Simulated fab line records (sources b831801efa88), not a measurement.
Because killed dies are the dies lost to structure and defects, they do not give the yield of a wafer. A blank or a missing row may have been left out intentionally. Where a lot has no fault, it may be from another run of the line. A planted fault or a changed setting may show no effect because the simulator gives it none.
Which of the tools did it? / flow sky130 / 6 lots, 18 wafers sampled, at 3 steps of a route of 708

## WHAT THE GAUGES SHOWED, per wafer
SKY_CONTACT_OVL_MEAS_15.
lot=L282; measured=day 32 02:47; on=overlay-01; CONTACT_OVL (nm)=1 -1 -3
lot=L288; measured=day 34 04:41; on=overlay-02; CONTACT_OVL (nm)=0 -3
lot=L294; measured=day 35 22:53; on=overlay-02; CONTACT_OVL (nm)=-8 -8 -3
lot=L299; measured=day 37 12:53; on=overlay-02; CONTACT_OVL (nm)=3 -1 1
lot=L301; measured=day 38 20:23; on=overlay-01; CONTACT_OVL (nm)=1 -1 -8
lot=L302; measured=day 39 13:23; on=overlay-02; CONTACT_OVL (nm)=-1 2 2

## EACH LOT AND THE TOOL THAT RAN IT (in order: tool; ch and the chambers of the sampled wafers; start)
lot=L282; SKY_LI_CONTACT_ETCH_15=rieDiel-04 ch 0,2, day 29 16:49; SKY_LI_CONTACT_STRIP_16=plasmaAsher-02 ch 0,1, day 29 16:54
lot=L288; SKY_LI_CONTACT_ETCH_15=rieDiel-01 ch 0,2, day 31 19:40; SKY_LI_CONTACT_STRIP_16=plasmaAsher-03 ch 0, day 31 19:45
lot=L294; SKY_LI_CONTACT_ETCH_15=rieDiel-04 ch 0,2,3, day 33 14:21; SKY_LI_CONTACT_STRIP_16=plasmaAsher-02 ch 0,1, day 33 14:26
lot=L299; SKY_LI_CONTACT_ETCH_15=rieDiel-01 ch 1,2,3, day 35 06:37; SKY_LI_CONTACT_STRIP_16=plasmaAsher-03 ch 0,1, day 35 06:42
lot=L301; SKY_LI_CONTACT_ETCH_15=rieDiel-03 ch 1,3, day 36 13:31; SKY_LI_CONTACT_STRIP_16=plasmaAsher-03 ch 0,1, day 36 13:36
lot=L302; SKY_LI_CONTACT_ETCH_15=rieDiel-01 ch 2,3, day 37 06:21; SKY_LI_CONTACT_STRIP_16=plasmaAsher-04 ch 0, day 37 06:26
- SKY_LI_CONTACT_ETCH_15: etches PSG in C4F8/O2/Ar, stops on Si, target depth 600 nm.
- SKY_LI_CONTACT_STRIP_16: strips in O2/N2.

## THE ANSWER, worked out from the rows above alone
Rule: the lots themselves supply what counts as usual. Put in order of their means at a reading, lots are off if they are a third of the lots or fewer, leave a main group of 4 or more, and stand apart from it by a gap of 3 or more times the standard deviation of the main group's means; of several such gaps the widest counts. A main group is skipped when, at the precision printed for the reading in the tables above, its means are all equal. A lot without any number at a reading at which 4 lots or more have one is off too. Where the step has rows for the other lots, those lots are counted as sound.
Nothing can be told from this: no lot is off at any reading shown.

## WHAT WAS PUT IN BY THE SIMULATOR
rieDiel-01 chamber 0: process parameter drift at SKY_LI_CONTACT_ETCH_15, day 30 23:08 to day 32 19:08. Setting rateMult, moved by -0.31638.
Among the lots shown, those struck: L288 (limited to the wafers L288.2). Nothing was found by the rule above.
